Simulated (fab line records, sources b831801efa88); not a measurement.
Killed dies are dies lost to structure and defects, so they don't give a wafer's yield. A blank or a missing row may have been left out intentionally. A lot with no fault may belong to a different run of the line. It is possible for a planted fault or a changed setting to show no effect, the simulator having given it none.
The tool behind it: which one? / flow sky130 / Sampling: 12 lots, 36 wafers, 5 of 708 route steps

WHAT THE GAUGES READ, wafer by wafer
Not one reading of a measure or inspect step in the record can be checked against a usual standard deviation.

WHICH TOOL RAN EACH LOT (tool, then ch and the chambers of the sampled wafers, then the start)
lot=L369; SKY_PWDE_STRIP_09=plasma-asher-03 ch 0,1, day 4 03:45; SKY_CAP2M_SPUTTER_02=pvd-sputter-03, day 39 22:46; SKY_CAP2M_STRIP_14=plasma-asher-01 ch 0,1, day 40 22:41; SKY_METAL5_SPUTTER_00=pvd-sputter-01, day 43 02:37; SKY_PAD_OPEN_PROBE_99=-
lot=L370; SKY_PWDE_STRIP_09=plasma-asher-01 ch 0,1, day 4 10:39; SKY_CAP2M_SPUTTER_02=pvd-sputter-02, day 40 13:20; SKY_CAP2M_STRIP_14=plasma-asher-04 ch 1, day 41 12:53; SKY_METAL5_SPUTTER_00=pvd-sputter-03, day 43 15:13; SKY_PAD_OPEN_PROBE_99=-
lot=L371; SKY_PWDE_STRIP_09=plasma-asher-02 ch 0,1, day 4 12:56; SKY_CAP2M_SPUTTER_02=pvd-sputter-03, day 40 11:41; SKY_CAP2M_STRIP_14=plasma-asher-01 ch 0,1, day 41 11:55; SKY_METAL5_SPUTTER_00=pvd-sputter-01, day 43 14:07; SKY_PAD_OPEN_PROBE_99=-
lot=L372; SKY_PWDE_STRIP_09=plasma-asher-03 ch 1, day 4 19:27; SKY_CAP2M_SPUTTER_02=pvd-sputter-03, day 40 16:11; SKY_CAP2M_STRIP_14=plasma-asher-02 ch 0,1, day 41 16:29; SKY_METAL5_SPUTTER_00=pvd-sputter-04, day 43 17:58; SKY_PAD_OPEN_PROBE_99=-
lot=L374; SKY_PWDE_STRIP_09=plasma-asher-03 ch 0,1, day 5 04:21; SKY_CAP2M_SPUTTER_02=pvd-sputter-02, day 42 09:59; SKY_CAP2M_STRIP_14=plasma-asher-04 ch 0,1, day 43 09:20; SKY_METAL5_SPUTTER_00=pvd-sputter-01, day 45 10:10; SKY_PAD_OPEN_PROBE_99=-
lot=L375; SKY_PWDE_STRIP_09=plasma-asher-02 ch 0,1, day 5 12:57; SKY_CAP2M_SPUTTER_02=pvd-sputter-02, day 42 11:34; SKY_CAP2M_STRIP_14=plasma-asher-02 ch 0,1, day 43 11:13; SKY_METAL5_SPUTTER_00=pvd-sputter-01, day 45 11:10; SKY_PAD_OPEN_PROBE_99=-
lot=L376; SKY_PWDE_STRIP_09=plasma-asher-02 ch 0,1, day 5 20:08; SKY_CAP2M_SPUTTER_02=pvd-sputter-01, day 42 09:49; SKY_CAP2M_STRIP_14=plasma-asher-02 ch 0,1, day 43 09:09; SKY_METAL5_SPUTTER_00=pvd-sputter-04, day 45 09:31; SKY_PAD_OPEN_PROBE_99=-
lot=L377; SKY_PWDE_STRIP_09=plasma-asher-03 ch 0,1, day 5 23:49; SKY_CAP2M_SPUTTER_02=pvd-sputter-01, day 42 14:07; SKY_CAP2M_STRIP_14=plasma-asher-02 ch 0,1, day 43 13:07; SKY_METAL5_SPUTTER_00=pvd-sputter-01, day 45 14:04; SKY_PAD_OPEN_PROBE_99=-
lot=L383; SKY_PWDE_STRIP_09=plasma-asher-02 ch 0,1, day 7 07:15; SKY_CAP2M_SPUTTER_02=pvd-sputter-03, day 43 19:48; SKY_CAP2M_STRIP_14=plasma-asher-02 ch 0,1, day 44 18:52; SKY_METAL5_SPUTTER_00=pvd-sputter-01, day 46 16:53; SKY_PAD_OPEN_PROBE_99=prober-02, day 49 06:02
lot=L384; SKY_PWDE_STRIP_09=plasma-asher-01 ch 0,1, day 7 12:57; SKY_CAP2M_SPUTTER_02=pvd-sputter-03, day 44 02:37; SKY_CAP2M_STRIP_14=plasma-asher-01 ch 0,1, day 45 00:29; SKY_METAL5_SPUTTER_00=pvd-sputter-01, day 46 21:42; SKY_PAD_OPEN_PROBE_99=-
lot=L385; SKY_PWDE_STRIP_09=plasma-asher-02 ch 0,1, day 7 19:56; SKY_CAP2M_SPUTTER_02=pvd-sputter-02, day 44 08:12; SKY_CAP2M_STRIP_14=plasma-asher-04 ch 0,1, day 45 06:37; SKY_METAL5_SPUTTER_00=pvd-sputter-01, day 47 01:22; SKY_PAD_OPEN_PROBE_99=prober-02, day 49 13:18
lot=L391; SKY_PWDE_STRIP_09=plasma-asher-03 ch 0, day 9 09:51; SKY_CAP2M_SPUTTER_02=pvd-sputter-03, day 45 21:29; SKY_CAP2M_STRIP_14=plasma-asher-02 ch 0,1, day 46 18:02; SKY_METAL5_SPUTTER_00=pvd-sputter-04, day 48 13:35; SKY_PAD_OPEN_PROBE_99=-
- SKY_PWDE_STRIP_09: strips in O2/N2.
- SKY_CAP2M_SPUTTER_02: material TiN, target thk 200 nm, time 166.7 s.
- SKY_CAP2M_STRIP_14: strips in O2/N2.
- SKY_METAL5_SPUTTER_00: material Ti, target thk 15 nm, time 10 s.
- SKY_PAD_OPEN_PROBE_99

AS READ BY THE TOOLS THEMSELVES (means over the sampled wafers that have a number; for cases with no such wafer, the mark the record gives instead)
SKY_PWDE_STRIP_09. Usual: drypump-motor-current-A 6.2 A, standard deviation 0.42; n2-flow-sccm 300.0 sccm, standard deviation 0.76; oes-product-au 0.723 a.u., standard deviation 0.0048; strip-time-to-endpoint-s 36.87 s, standard deviation 0.088.
lot=L369; tool=plasma-asher-03; drypump-motor-current-A (A)=6.5; n2-flow-sccm (sccm)=299.2; oes-product-au (a.u.)=0.723; strip-time-to-endpoint-s (s)=36.83; flag=
lot=L370; tool=plasma-asher-01; drypump-motor-current-A (A)=5.5; n2-flow-sccm (sccm)=299.3; oes-product-au (a.u.)=0.724; strip-time-to-endpoint-s (s)=36.74; flag=
lot=L371; tool=plasma-asher-02; drypump-motor-current-A (A)=6.1; n2-flow-sccm (sccm)=299.8; oes-product-au (a.u.)=0.723; strip-time-to-endpoint-s (s)=36.86; flag=
lot=L372; tool=plasma-asher-03; drypump-motor-current-A (A)=6.3; n2-flow-sccm (sccm)=300.7; oes-product-au (a.u.)=0.719; strip-time-to-endpoint-s (s)=36.77; flag=
lot=L374; tool=plasma-asher-03; drypump-motor-current-A (A)=6.5; n2-flow-sccm (sccm)=299.2; oes-product-au (a.u.)=0.723; strip-time-to-endpoint-s (s)=36.85; flag=
lot=L375; tool=plasma-asher-02; drypump-motor-current-A (A)=6.1; n2-flow-sccm (sccm)=299.8; oes-product-au (a.u.)=0.726; strip-time-to-endpoint-s (s)=36.94; flag=
lot=L376; tool=plasma-asher-02; drypump-motor-current-A (A)=6.0; n2-flow-sccm (sccm)=300.1; oes-product-au (a.u.)=0.722; strip-time-to-endpoint-s (s)=37.04; flag=
lot=L377; tool=plasma-asher-03; drypump-motor-current-A (A)=6.4; n2-flow-sccm (sccm)=300.6; oes-product-au (a.u.)=0.721; strip-time-to-endpoint-s (s)=36.85; flag=
lot=L383; tool=plasma-asher-02; drypump-motor-current-A (A)=6.1; n2-flow-sccm (sccm)=299.5; oes-product-au (a.u.)=0.724; strip-time-to-endpoint-s (s)=36.82; flag=
lot=L384; tool=plasma-asher-01; drypump-motor-current-A (A)=6.0; n2-flow-sccm (sccm)=300.2; oes-product-au (a.u.)=0.722; strip-time-to-endpoint-s (s)=36.92; flag=
lot=L385; tool=plasma-asher-02; drypump-motor-current-A (A)=6.1; n2-flow-sccm (sccm)=299.7; oes-product-au (a.u.)=0.726; strip-time-to-endpoint-s (s)=36.85; flag=
lot=L391; tool=plasma-asher-03; drypump-motor-current-A (A)=6.6; n2-flow-sccm (sccm)=299.5; oes-product-au (a.u.)=0.726; strip-time-to-endpoint-s (s)=36.81; flag=

SKY_CAP2M_SPUTTER_02. Usual: chamber-pressure-pa 0.4001 Pa, standard deviation 0.00084; throttle-valve-pct 30.0 %, standard deviation 1.
lot=L369; tool=pvd-sputter-03; chamber-pressure-pa (Pa)=0.4005; throttle-valve-pct (%)=30.8; flag=
lot=L370; tool=pvd-sputter-02; chamber-pressure-pa (Pa)=0.4003; throttle-valve-pct (%)=29.6; flag=
lot=L371; tool=pvd-sputter-03; chamber-pressure-pa (Pa)=0.4002; throttle-valve-pct (%)=30.7; flag=
lot=L372; tool=pvd-sputter-03; chamber-pressure-pa (Pa)=0.3995; throttle-valve-pct (%)=30.6; flag=
lot=L374; tool=pvd-sputter-02; chamber-pressure-pa (Pa)=0.4009; throttle-valve-pct (%)=29.7; flag=
lot=L375; tool=pvd-sputter-02; chamber-pressure-pa (Pa)=0.4006; throttle-valve-pct (%)=29.8; flag=
lot=L376; tool=pvd-sputter-01; chamber-pressure-pa (Pa)=0.4000; throttle-valve-pct (%)=29.8; flag=
lot=L377; tool=pvd-sputter-01; chamber-pressure-pa (Pa)=0.3994; throttle-valve-pct (%)=29.9; flag=
lot=L383; tool=pvd-sputter-03; chamber-pressure-pa (Pa)=0.4006; throttle-valve-pct (%)=30.9; flag=
lot=L384; tool=pvd-sputter-03; chamber-pressure-pa (Pa)=0.4002; throttle-valve-pct (%)=30.8; flag=
lot=L385; tool=pvd-sputter-02; chamber-pressure-pa (Pa)=0.4001; throttle-valve-pct (%)=29.6; flag=
lot=L391; tool=pvd-sputter-03; chamber-pressure-pa (Pa)=0.4002; throttle-valve-pct (%)=29.6; flag=

SKY_CAP2M_STRIP_14. Usual: drypump-motor-current-A 5.7 A, standard deviation 0.48; n2-flow-sccm 299.9 sccm, standard deviation 0.87; oes-product-au 0.710 a.u., standard deviation 0.0046; strip-time-to-endpoint-s 12.66 s, standard deviation 0.042.
lot=L369; tool=plasma-asher-01; drypump-motor-current-A (A)=5.4; n2-flow-sccm (sccm)=299.5; oes-product-au (a.u.)=0.710; strip-time-to-endpoint-s (s)=12.70; flag=
lot=L370; tool=plasma-asher-04; drypump-motor-current-A (A)=5.4; n2-flow-sccm (sccm)=299.7; oes-product-au (a.u.)=0.710; strip-time-to-endpoint-s (s)=12.67; flag=
lot=L371; tool=plasma-asher-01; drypump-motor-current-A (A)=5.5; n2-flow-sccm (sccm)=300.2; oes-product-au (a.u.)=0.713; strip-time-to-endpoint-s (s)=12.60; flag=
lot=L372; tool=plasma-asher-02; drypump-motor-current-A (A)=6.1; n2-flow-sccm (sccm)=300.5; oes-product-au (a.u.)=0.712; strip-time-to-endpoint-s (s)=12.63; flag=
lot=L374; tool=plasma-asher-04; drypump-motor-current-A (A)=5.5; n2-flow-sccm (sccm)=301.3; oes-product-au (a.u.)=0.709; strip-time-to-endpoint-s (s)=12.63; flag=
lot=L375; tool=plasma-asher-02; drypump-motor-current-A (A)=6.1; n2-flow-sccm (sccm)=300.2; oes-product-au (a.u.)=0.710; strip-time-to-endpoint-s (s)=12.65; flag=
lot=L376; tool=plasma-asher-02; drypump-motor-current-A (A)=6.1; n2-flow-sccm (sccm)=299.2; oes-product-au (a.u.)=0.710; strip-time-to-endpoint-s (s)=12.66; flag=
lot=L377; tool=plasma-asher-02; drypump-motor-current-A (A)=6.1; n2-flow-sccm (sccm)=299.7; oes-product-au (a.u.)=0.711; strip-time-to-endpoint-s (s)=12.67; flag=
lot=L383; tool=plasma-asher-02; drypump-motor-current-A (A)=6.1; n2-flow-sccm (sccm)=299.0; oes-product-au (a.u.)=0.706; strip-time-to-endpoint-s (s)=12.62; flag=
lot=L384; tool=plasma-asher-01; drypump-motor-current-A (A)=6.0; n2-flow-sccm (sccm)=299.7; oes-product-au (a.u.)=0.710; strip-time-to-endpoint-s (s)=12.68; flag=
lot=L385; tool=plasma-asher-04; drypump-motor-current-A (A)=5.4; n2-flow-sccm (sccm)=299.7; oes-product-au (a.u.)=0.717; strip-time-to-endpoint-s (s)=12.67; flag=
lot=L391; tool=plasma-asher-02; drypump-motor-current-A (A)=6.1; n2-flow-sccm (sccm)=300.9; oes-product-au (a.u.)=0.711; strip-time-to-endpoint-s (s)=12.58; flag=

SKY_METAL5_SPUTTER_00. Usual: chamber-pressure-pa 0.4000 Pa, standard deviation 0.00081; throttle-valve-pct 30.1 %, standard deviation 1.1.
lot=L369; tool=pvd-sputter-01; chamber-pressure-pa (Pa)=0.4002; throttle-valve-pct (%)=29.9; flag=
lot=L370; tool=pvd-sputter-03; chamber-pressure-pa (Pa)=0.4004; throttle-valve-pct (%)=29.8; flag=
lot=L371; tool=pvd-sputter-01; chamber-pressure-pa (Pa)=0.3999; throttle-valve-pct (%)=30.4; flag=
lot=L372; tool=pvd-sputter-04; chamber-pressure-pa (Pa)=0.3995; throttle-valve-pct (%)=29.6; flag=
lot=L374; tool=pvd-sputter-01; chamber-pressure-pa (Pa)=0.4005; throttle-valve-pct (%)=29.7; flag=
lot=L375; tool=pvd-sputter-01; chamber-pressure-pa (Pa)=0.4003; throttle-valve-pct (%)=30.5; flag=
lot=L376; tool=pvd-sputter-04; chamber-pressure-pa (Pa)=0.4004; throttle-valve-pct (%)=30.1; flag=
lot=L377; tool=pvd-sputter-01; chamber-pressure-pa (Pa)=0.4010; throttle-valve-pct (%)=30.7; flag=
lot=L383; tool=pvd-sputter-01; chamber-pressure-pa (Pa)=0.3999; throttle-valve-pct (%)=31.0; flag=
lot=L384; tool=pvd-sputter-01; chamber-pressure-pa (Pa)=0.3998; throttle-valve-pct (%)=30.0; flag=
lot=L385; tool=pvd-sputter-01; chamber-pressure-pa (Pa)=0.3998; throttle-valve-pct (%)=30.0; flag=
lot=L391; tool=pvd-sputter-04; chamber-pressure-pa (Pa)=0.3995; throttle-valve-pct (%)=30.0; flag=

SKY_PAD_OPEN_PROBE_99. Usual: killed_at_M0_to_M3 44, standard deviation 7.1; killed_at_M4_up 3, standard deviation 1.6; killed-at-contacts 24, standard deviation 5.4; killed-at-front-end 15, standard deviation 4.7; killed-at-other 0.3, standard deviation 0.51; killed-dies 87, standard deviation 9.9; killed-open 48, standard deviation 7.6; killed-short 39, standard deviation 6.3.
lot=L383 tool=prober-02 killed_at_M0_to_M3=40 killed_at_M4_up=2 killed-at-contacts=19 killed-at-front-end=43 killed-at-other=0.3 killed-dies=105 killed-open=38 killed-short=37 flag=OFF
lot=L385 tool=prober-02 killed_at_M0_to_M3=40 killed_at_M4_up=3 killed-at-contacts=20 killed-at-front-end=53 killed-at-other=0.0 killed-dies=116 killed-open=42 killed-short=33 flag=OFF

THE ANSWER, worked out from the rows above alone
Rule: take the mean of a lot's wafers that have a number; if it is more than 3 standard deviations from the usual mean, the lot is off. Also off: a lot with no number at a reading for which 4 or more lots have one. All remaining lots with rows at the step are treated as sound. The gauges are gone through in route order, then the tools' own readings, and for those a lot's mean is taken as printed above. The first step at which some lot is off is used, and at that step the reading that is off furthest; a lot without a number counts as furthest.
Off: L383, L385 (SKY_PAD_OPEN_PROBE_99, killed-at-front-end). Neither off nor sound, because the step has no rows for them: L369, L370, L371, L372, L374, L375, L376, L377, L384, L391.
If a tool, at that step or one of the process steps before it, ran each lot that is off and ran no sound lot following the first of them, it fits. Can't be told from this: 3 tools fit, plasma-asher-02 at SKY_PWDE_STRIP_09, pvd-sputter-01 at SKY_METAL5_SPUTTER_00, prober-02 at SKY_PAD_OPEN_PROBE_99.

WHAT THE SIMULATOR HAD PUT IN
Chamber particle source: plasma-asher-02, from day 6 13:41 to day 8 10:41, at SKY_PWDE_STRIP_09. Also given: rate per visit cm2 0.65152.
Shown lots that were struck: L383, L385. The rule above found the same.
